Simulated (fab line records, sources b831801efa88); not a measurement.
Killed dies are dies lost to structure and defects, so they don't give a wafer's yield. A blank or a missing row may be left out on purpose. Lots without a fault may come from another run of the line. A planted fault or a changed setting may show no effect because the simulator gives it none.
A sampling plan put to the test | flow sfq_line | one fab line, 26 faults that these records tell of, each judged on the records of the lots that it struck
The plan is the line's own looks: the steps of the route at which a gauge or an inspection reads the wafer and doesn't change it. A look can be judged if struck wafers have a number there and the file gives its usual mean and standard deviation on fault-free wafers. Caught: at a look after the fault's first step, the mean of the struck wafers lies 4 or more of those standard deviations (sigma) from the usual mean. On the tool: the same test on the tool's own readings at the fault's steps. Another recipe on the struck wafers, or a record that is blank for them alone, also counts as caught.

THE FAULTS, as the simulator had put them in
1. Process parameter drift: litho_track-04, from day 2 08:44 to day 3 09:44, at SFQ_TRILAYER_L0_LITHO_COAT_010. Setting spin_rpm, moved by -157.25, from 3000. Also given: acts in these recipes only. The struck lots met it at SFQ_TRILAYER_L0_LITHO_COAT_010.
2. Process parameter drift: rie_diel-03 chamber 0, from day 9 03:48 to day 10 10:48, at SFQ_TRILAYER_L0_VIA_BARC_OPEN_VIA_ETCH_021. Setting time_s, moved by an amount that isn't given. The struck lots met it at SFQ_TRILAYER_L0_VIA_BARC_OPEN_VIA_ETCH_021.
3. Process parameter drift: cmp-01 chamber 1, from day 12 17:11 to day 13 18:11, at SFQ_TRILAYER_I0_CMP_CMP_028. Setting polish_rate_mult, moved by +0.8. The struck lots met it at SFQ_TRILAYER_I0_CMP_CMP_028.
4. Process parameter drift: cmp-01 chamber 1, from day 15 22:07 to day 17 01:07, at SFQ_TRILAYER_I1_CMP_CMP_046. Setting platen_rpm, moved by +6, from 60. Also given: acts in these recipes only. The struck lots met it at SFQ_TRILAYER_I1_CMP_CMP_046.
5. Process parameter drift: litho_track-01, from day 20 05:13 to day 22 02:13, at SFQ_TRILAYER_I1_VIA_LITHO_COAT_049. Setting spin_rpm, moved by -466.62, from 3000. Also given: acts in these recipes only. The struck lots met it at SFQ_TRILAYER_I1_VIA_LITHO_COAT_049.
6. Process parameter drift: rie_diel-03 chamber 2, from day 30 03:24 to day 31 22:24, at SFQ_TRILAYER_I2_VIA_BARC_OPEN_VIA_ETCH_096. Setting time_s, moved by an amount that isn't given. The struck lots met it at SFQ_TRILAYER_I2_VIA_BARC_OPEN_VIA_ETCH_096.
7. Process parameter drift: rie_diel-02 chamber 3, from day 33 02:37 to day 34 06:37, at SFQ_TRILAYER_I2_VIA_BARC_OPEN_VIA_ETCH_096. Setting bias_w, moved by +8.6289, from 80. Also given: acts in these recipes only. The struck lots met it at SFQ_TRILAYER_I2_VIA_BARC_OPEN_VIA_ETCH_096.
8. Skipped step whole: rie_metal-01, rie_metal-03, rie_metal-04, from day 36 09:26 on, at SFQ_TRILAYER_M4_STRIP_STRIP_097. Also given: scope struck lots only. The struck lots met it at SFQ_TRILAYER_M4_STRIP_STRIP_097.
9. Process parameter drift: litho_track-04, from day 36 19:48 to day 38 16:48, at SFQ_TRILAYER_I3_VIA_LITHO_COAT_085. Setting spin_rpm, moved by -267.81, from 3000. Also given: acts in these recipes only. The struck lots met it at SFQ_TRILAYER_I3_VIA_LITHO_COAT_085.
10. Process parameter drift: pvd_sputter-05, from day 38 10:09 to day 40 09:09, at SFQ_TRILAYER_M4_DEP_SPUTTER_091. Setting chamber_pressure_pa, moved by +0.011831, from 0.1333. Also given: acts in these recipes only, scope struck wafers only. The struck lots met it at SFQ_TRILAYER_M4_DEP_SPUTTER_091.
11. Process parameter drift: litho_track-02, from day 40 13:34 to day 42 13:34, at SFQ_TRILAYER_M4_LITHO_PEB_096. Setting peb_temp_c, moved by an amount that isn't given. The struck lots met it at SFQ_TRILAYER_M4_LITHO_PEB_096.
12. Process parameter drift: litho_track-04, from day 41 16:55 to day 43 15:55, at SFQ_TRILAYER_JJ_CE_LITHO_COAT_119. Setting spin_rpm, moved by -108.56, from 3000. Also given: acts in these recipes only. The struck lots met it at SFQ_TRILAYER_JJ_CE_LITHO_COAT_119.
13. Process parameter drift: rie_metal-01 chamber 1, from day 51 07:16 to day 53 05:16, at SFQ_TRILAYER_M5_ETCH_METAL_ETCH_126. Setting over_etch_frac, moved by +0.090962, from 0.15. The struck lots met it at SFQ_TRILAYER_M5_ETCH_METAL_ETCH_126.
14. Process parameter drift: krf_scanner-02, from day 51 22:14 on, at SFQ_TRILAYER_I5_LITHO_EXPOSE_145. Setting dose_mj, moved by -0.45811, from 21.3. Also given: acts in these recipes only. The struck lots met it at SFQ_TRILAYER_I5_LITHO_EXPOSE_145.
15. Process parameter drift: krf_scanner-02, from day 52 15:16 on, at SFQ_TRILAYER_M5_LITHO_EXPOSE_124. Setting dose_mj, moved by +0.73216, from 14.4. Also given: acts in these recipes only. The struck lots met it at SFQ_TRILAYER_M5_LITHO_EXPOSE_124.
16. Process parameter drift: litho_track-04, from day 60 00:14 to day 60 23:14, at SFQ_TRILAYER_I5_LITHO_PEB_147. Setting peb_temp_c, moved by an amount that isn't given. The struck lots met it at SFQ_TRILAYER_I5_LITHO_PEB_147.
17. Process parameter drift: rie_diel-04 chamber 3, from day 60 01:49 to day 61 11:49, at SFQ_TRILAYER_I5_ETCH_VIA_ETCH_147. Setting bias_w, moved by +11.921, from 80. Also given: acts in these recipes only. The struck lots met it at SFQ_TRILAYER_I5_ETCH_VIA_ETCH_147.
18. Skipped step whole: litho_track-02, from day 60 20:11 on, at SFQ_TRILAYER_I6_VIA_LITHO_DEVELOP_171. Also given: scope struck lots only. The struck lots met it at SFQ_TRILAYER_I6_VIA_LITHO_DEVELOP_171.
19. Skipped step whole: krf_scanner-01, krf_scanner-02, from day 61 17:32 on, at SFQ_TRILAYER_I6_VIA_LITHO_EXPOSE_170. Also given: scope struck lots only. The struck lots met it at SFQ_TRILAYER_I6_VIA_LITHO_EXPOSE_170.
20. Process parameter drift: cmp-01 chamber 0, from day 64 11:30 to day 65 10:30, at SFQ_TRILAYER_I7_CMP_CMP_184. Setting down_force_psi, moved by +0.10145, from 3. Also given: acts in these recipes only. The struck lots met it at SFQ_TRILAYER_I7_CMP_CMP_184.
21. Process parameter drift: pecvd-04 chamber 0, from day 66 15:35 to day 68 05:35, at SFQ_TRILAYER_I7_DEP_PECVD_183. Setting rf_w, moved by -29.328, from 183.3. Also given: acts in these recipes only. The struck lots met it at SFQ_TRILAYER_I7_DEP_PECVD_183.
22. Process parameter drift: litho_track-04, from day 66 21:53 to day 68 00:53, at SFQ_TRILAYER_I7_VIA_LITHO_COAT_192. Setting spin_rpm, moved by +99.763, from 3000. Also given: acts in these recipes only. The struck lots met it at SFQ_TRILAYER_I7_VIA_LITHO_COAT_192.
23. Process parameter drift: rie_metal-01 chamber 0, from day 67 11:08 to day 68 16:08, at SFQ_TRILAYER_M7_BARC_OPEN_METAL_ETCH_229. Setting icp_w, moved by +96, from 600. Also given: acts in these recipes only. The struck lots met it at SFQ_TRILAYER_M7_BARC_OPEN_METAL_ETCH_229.
24. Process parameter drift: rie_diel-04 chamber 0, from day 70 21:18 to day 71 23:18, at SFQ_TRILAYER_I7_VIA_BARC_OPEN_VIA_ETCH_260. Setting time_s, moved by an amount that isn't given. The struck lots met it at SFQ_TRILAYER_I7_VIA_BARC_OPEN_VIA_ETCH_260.
25. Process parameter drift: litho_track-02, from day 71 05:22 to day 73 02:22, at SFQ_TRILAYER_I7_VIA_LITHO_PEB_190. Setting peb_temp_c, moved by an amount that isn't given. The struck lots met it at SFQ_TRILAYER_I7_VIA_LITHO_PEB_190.
26. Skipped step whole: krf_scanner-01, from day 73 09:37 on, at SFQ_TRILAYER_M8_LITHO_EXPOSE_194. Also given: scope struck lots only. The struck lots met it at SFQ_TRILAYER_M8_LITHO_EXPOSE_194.

WHAT THE PLAN SAW
fault | on the tool itself                               | first look that catches it                   | reading, sigma | median hours from its first step to that look | hours from the fault's start to the first struck lot there | judged looks passed uncaught
1     | spin_speed_rpm -83 sigma                         | no look after it can be judged               | -              | -                                             | -                                                          | 0
2     | oes_product_au +13 sigma                         | no look after it can be judged               | -              | -                                             | -                                                          | 0
3     | time_to_endpoint_s -14 sigma                     | not the one look that can be judged after it | -              | -                                             | -                                                          | 1
4     | platen_rpm +99 or beyond sigma                   | no look after it can be judged               | -              | -                                             | -                                                          | 0
5     | spin_speed_rpm -99 or beyond sigma               | no look after it can be judged               | -              | -                                             | -                                                          | 0
6     | oes_product_au +42 sigma                         | not the one look that can be judged after it | -              | -                                             | -                                                          | 1
7     | bias_w +32 sigma                                 | not the one look that can be judged after it | -              | -                                             | -                                                          | 1
8     | the tool's record is blank for the struck wafers | no look after it can be judged               | -              | -                                             | -                                                          | 0
9     | spin_speed_rpm -99 or beyond sigma               | no look after it can be judged               | -              | -                                             | -                                                          | 0
10    | chamber_pressure_pa +51 sigma                    | not the one look that can be judged after it | -              | -                                             | -                                                          | 1
11    | heater_power_total_W -99 or beyond sigma         | no look after it can be judged               | -              | -                                             | -                                                          | 0
12    | spin_speed_rpm -60 sigma                         | no look after it can be judged               | -              | -                                             | -                                                          | 0
13    | oes_product_au -5.3 sigma                        | no look after it can be judged               | -              | -                                             | -                                                          | 0
14    | exposure_dose_mJ_cm2 -19 sigma                   | no look after it can be judged               | -              | -                                             | -                                                          | 0
15    | exposure_dose_mJ_cm2 +45 sigma                   | no look after it can be judged               | -              | -                                             | -                                                          | 0
16    | heater_power_total_W +15 sigma                   | no look after it can be judged               | -              | -                                             | -                                                          | 0
17    | bias_w +51 sigma                                 | no look after it can be judged               | -              | -                                             | -                                                          | 0
18    | the tool's record is blank for the struck wafers | no look after it can be judged               | -              | -                                             | -                                                          | 0
19    | no reading that can be judged                    | no look after it can be judged               | -              | -                                             | -                                                          | 0
20    | head_pressure_psi +15 sigma                      | no look after it can be judged               | -              | -                                             | -                                                          | 0
21    | rf_fwd_power_W -43 sigma                         | no look after it can be judged               | -              | -                                             | -                                                          | 0
22    | spin_speed_rpm +49 sigma                         | not the one look that can be judged after it | -              | -                                             | -                                                          | 1
23    | rf_fwd_power_W +43 sigma                         | not the one look that can be judged after it | -              | -                                             | -                                                          | 1
24    | oes_product_au +13 sigma                         | no look after it can be judged               | -              | -                                             | -                                                          | 0
25    | heater_power_total_W +33 sigma                   | no look after it can be judged               | -              | -                                             | -                                                          | 0
26    | no reading that can be judged                    | no look after it can be judged               | -              | -                                             | -                                                          | 0
A dash: the fault isn't caught, or these records don't give the number.

Caught at a look: 0 of 26. Caught on the tool: 24 of 26. By one or the other: 24 of 26.
Caught on the tool alone: faults 1, 2, 3, 4, 5, 6, 7, 8, 9, 10, 11, 12, 13, 14, 15, 16, 17, 18, 20, 21, 22, 23, 24, 25.
Caught by neither: faults 19, 26.
